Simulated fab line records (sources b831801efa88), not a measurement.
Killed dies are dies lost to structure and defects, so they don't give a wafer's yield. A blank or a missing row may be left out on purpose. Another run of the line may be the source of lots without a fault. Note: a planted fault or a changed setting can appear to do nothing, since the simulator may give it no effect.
The tool behind it: which one? | flow sfqLine | 42 wafers from 14 lots sampled at 4 of the route's 325 steps

## WHAT THE GAUGES READ, wafer by wafer
The record lacks any reading of a measuring or inspecting step that a usual standard deviation could be used to judge.

## WHAT TOOL EACH LOT RAN ON (gives the tool, then ch and the chambers of the sampled wafers, and finally the start)
lot  | SFQ_TRILAYER_M4_STRIP_STRIP_097  | SFQ_TRILAYER_I4_VIA_BARC_OPEN_VIA_ETCH_146 | SFQ_TRILAYER_I6_VIA_STRIP_STRIP_173 | SFQ_TRILAYER_M8_LITHO_EXPOSE_194
L833 | rieMetal-01 ch 0,1, day 43 23:50 | rieDiel-04 ch 0,2,3, day 50 08:35          | rieMetal-02 ch 0,1, day 70 22:43    | krfScanner-02 ch 0, day 79 15:32
L834 | rieMetal-04 ch 0,1, day 44 05:27 | rieDiel-02 ch 0,1,2, day 50 13:23          | rieMetal-02 ch 0,1, day 71 01:00    | krfScanner-02 ch 0, day 79 18:08
L835 | rieMetal-04 ch 0,1, day 44 23:52 | rieDiel-01 ch 2,3, day 50 15:39            | rieMetal-02 ch 0,1, day 71 06:00    | krfScanner-02 ch 0, day 79 19:32
L836 | rieMetal-01 ch 0,1, day 45 06:57 | rieDiel-02 ch 0,1,2, day 50 17:51          | rieMetal-04 ch 0,1, day 71 09:24    | krfScanner-02 ch 0, day 79 21:44
L837 | rieMetal-02 ch 0,1, day 52 02:42 | rieDiel-04 ch 0,2,3, day 52 16:41          | rieMetal-01 ch 0,1, day 73 01:08    | krfScanner-02 ch 0, day 81 11:11
L838 | rieMetal-01 ch 0,1, day 52 07:55 | rieDiel-02 ch 0,1,2, day 52 17:53          | rieMetal-01 ch 0,1, day 73 04:56    | krfScanner-02 ch 0, day 81 14:05
L839 | rieMetal-02 ch 1, day 52 08:55   | rieDiel-04 ch 0,1,2, day 52 19:05          | rieMetal-01 ch 0,1, day 73 07:08    | krfScanner-02 ch 0, day 82 00:54
L840 | rieMetal-01 ch 0,1, day 52 10:07 | rieDiel-01 ch 0,2,3, day 52 21:29          | rieMetal-01 ch 0,1, day 73 09:32    | krfScanner-02 ch 0, day 82 07:54
L841 | rieMetal-02 ch 0,1, day 52 12:04 | rieDiel-02 ch 0,2,3, day 52 22:41          | rieMetal-01 ch 0,1, day 73 19:15    | krfScanner-02 ch 0, day 83 00:42
L848 | rieMetal-04 ch 1, day 54 07:18   | rieDiel-01 ch 0,1,2, day 54 16:25          | rieMetal-02 ch 0,1, day 75 19:38    | krfScanner-01 ch 0, day 84 12:49
L849 | rieMetal-01 ch 0,1, day 54 09:54 | rieDiel-02 ch 0,1,3, day 54 18:49          | rieMetal-02 ch 0,1, day 76 00:38    | krfScanner-01 ch 0, day 84 16:52
L852 | rieMetal-01 ch 0,1, day 55 01:43 | rieDiel-04 ch 1,2, day 55 09:56            | rieMetal-01 ch 0,1, day 76 17:14    | krfScanner-02 ch 0, day 85 03:23
L853 | rieMetal-04 ch 0, day 55 04:07   | rieDiel-02 ch 0,2, day 55 21:08            | rieMetal-02 ch 0,1, day 76 18:26    | krfScanner-02 ch 0, day 85 04:47
L854 | rieMetal-01 ch 0,1, day 55 05:19 | rieDiel-01 ch 0,1,3, day 55 22:20          | rieMetal-01 ch 0,1, day 76 20:50    | krfScanner-02 ch 0, day 85 07:00
- SFQ_TRILAYER_M4_STRIP_STRIP_097: strips in O2.
- SFQ_TRILAYER_I4_VIA_BARC_OPEN_VIA_ETCH_146: etches BARC in O2, target depth 125 nm, time 41.7 s.
- SFQ_TRILAYER_I6_VIA_STRIP_STRIP_173: strips in O2.
- SFQ_TRILAYER_M8_LITHO_EXPOSE_194: exposes mask M8, target cd 2000 nm.

## WHAT THE TOOLS THEMSELVES READ (means of the sampled wafers that have a number; where no wafer has one, the mark that the record gives instead)
SFQ_TRILAYER_M4_STRIP_STRIP_097.
lot  | tool        | drypumpMotorCurrentA (A) | oesProductAu (a.u.)
L833 | rieMetal-01 | 6.1                      | 0.988
L834 | rieMetal-04 | 5.7                      | 0.988
L835 | rieMetal-04 | 5.6                      | 0.992
L836 | rieMetal-01 | 6.1                      | 0.994
L837 | rieMetal-02 | 6.3                      | 1.000
L838 | rieMetal-01 | 6.0                      | 0.993
L839 | rieMetal-02 | 5.4                      | 1.005
L840 | rieMetal-01 | 6.1                      | 0.990
L841 | rieMetal-02 | 5.9                      | 0.997
L848 | rieMetal-04 | 5.5                      | 0.999
L849 | rieMetal-01 | 6.0                      | 0.979
L852 | rieMetal-01 | 6.1                      | 0.998
L853 | rieMetal-04 | 5.8                      | 0.990
L854 | rieMetal-01 | 6.0                      | 0.996

SFQ_TRILAYER_I4_VIA_BARC_OPEN_VIA_ETCH_146.
lot  | tool       | drypumpMotorCurrentA (A) | oesProductAu (a.u.)
L833 | rieDiel-04 | 5.8                      | 0.687
L834 | rieDiel-02 | 5.8                      | 0.688
L835 | rieDiel-01 | 5.1                      | 0.684
L836 | rieDiel-02 | 5.8                      | 0.683
L837 | rieDiel-04 | 5.8                      | 0.684
L838 | rieDiel-02 | 5.7                      | 0.684
L839 | rieDiel-04 | 5.7                      | 0.685
L840 | rieDiel-01 | 5.3                      | 0.685
L841 | rieDiel-02 | 5.9                      | 0.684
L848 | rieDiel-01 | 5.3                      | 0.684
L849 | rieDiel-02 | 5.9                      | 0.686
L852 | rieDiel-04 | 5.4                      | 0.683
L853 | rieDiel-02 | 5.9                      | 0.684
L854 | rieDiel-01 | 5.3                      | 0.682

SFQ_TRILAYER_I6_VIA_STRIP_STRIP_173.
lot  | tool        | drypumpMotorCurrentA (A) | oesProductAu (a.u.)
L833 | rieMetal-02 | 6.3                      | 0.990
L834 | rieMetal-02 | 6.3                      | 0.993
L835 | rieMetal-02 | 6.3                      | 0.986
L836 | rieMetal-04 | 5.7                      | 0.990
L837 | rieMetal-01 | 6.0                      | 0.994
L838 | rieMetal-01 | 6.0                      | 1.002
L839 | rieMetal-01 | 6.1                      | 1.006
L840 | rieMetal-01 | 6.0                      | 1.005
L841 | rieMetal-01 | 6.1                      | 1.001
L848 | rieMetal-02 | 5.8                      | 0.996
L849 | rieMetal-02 | 6.3                      | 0.995
L852 | rieMetal-01 | 6.0                      | 0.996
L853 | rieMetal-02 | 6.3                      | 1.006
L854 | rieMetal-01 | 6.0                      | 0.984

SFQ_TRILAYER_M8_LITHO_EXPOSE_194.
lot  | tool          | exposureDoseMJCm2
L833 | krfScanner-02 | 14.405
L834 | krfScanner-02 | 14.388
L835 | krfScanner-02 | 14.396
L836 | krfScanner-02 | 14.395
L837 | krfScanner-02 | 14.408
L838 | krfScanner-02 | 14.386
L839 | krfScanner-02 | 14.403
L840 | krfScanner-02 | 14.404
L841 | krfScanner-02 | 14.411
L848 | krfScanner-01 | 16.278
L849 | krfScanner-01 | 16.258
L852 | krfScanner-02 | 14.397
L853 | krfScanner-02 | 14.405
L854 | krfScanner-02 | 14.382

## THE ANSWER, worked out from the rows above alone
Rule: what is usual is taken from the lots themselves. The widest of any qualifying gaps counts: lots, ordered by their means at a reading, are off when they make up no more than a third of the lots, leave a main group of 4 or more, and stand apart from it by 3 or more times the standard deviation of that group's means. A main group whose means are all the same, to the digits that the tables above print for the reading, isn't used. A lot without any number at a reading at which 4 lots or more have one is off too. The other lots that the step has rows for count as sound. First the gauges in route order, then the tools' own readings, where a lot's mean is used as printed above. At the first step where some lot is off, the reading lying furthest off is the one used; lots without a number count as furthest.
Off at SFQ_TRILAYER_M8_LITHO_EXPOSE_194 (exposureDoseMJCm2): L848, L849. Mean 14.398 and standard deviation 0.0089 in the main group.
A tool fits if, at that step or a process step before it, it ran every lot that is off, and no sound lot after the first of them. One candidate fits, namely krfScanner-01 at SFQ_TRILAYER_M8_LITHO_EXPOSE_194. It ran no sound lot before its first lot that is off in this sample, so the start can't be narrowed down.
The tool's own readings at SFQ_TRILAYER_M8_LITHO_EXPOSE_194 bear it out: on the lots that are off they differ by more than 5 times the standard deviation of the sound lots' means. exposureDoseMJCm2 reads 16.268 there against 14.398 on the sound lots.

## WHAT WAS PUT IN BY THE SIMULATOR
Drift in process parameters on krfScanner-01 at SFQ_TRILAYER_M8_LITHO_EXPOSE_194, starting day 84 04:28. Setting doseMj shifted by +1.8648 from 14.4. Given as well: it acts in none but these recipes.
Lots struck among those shown: L848, L849. The rule given above showed the same thing.
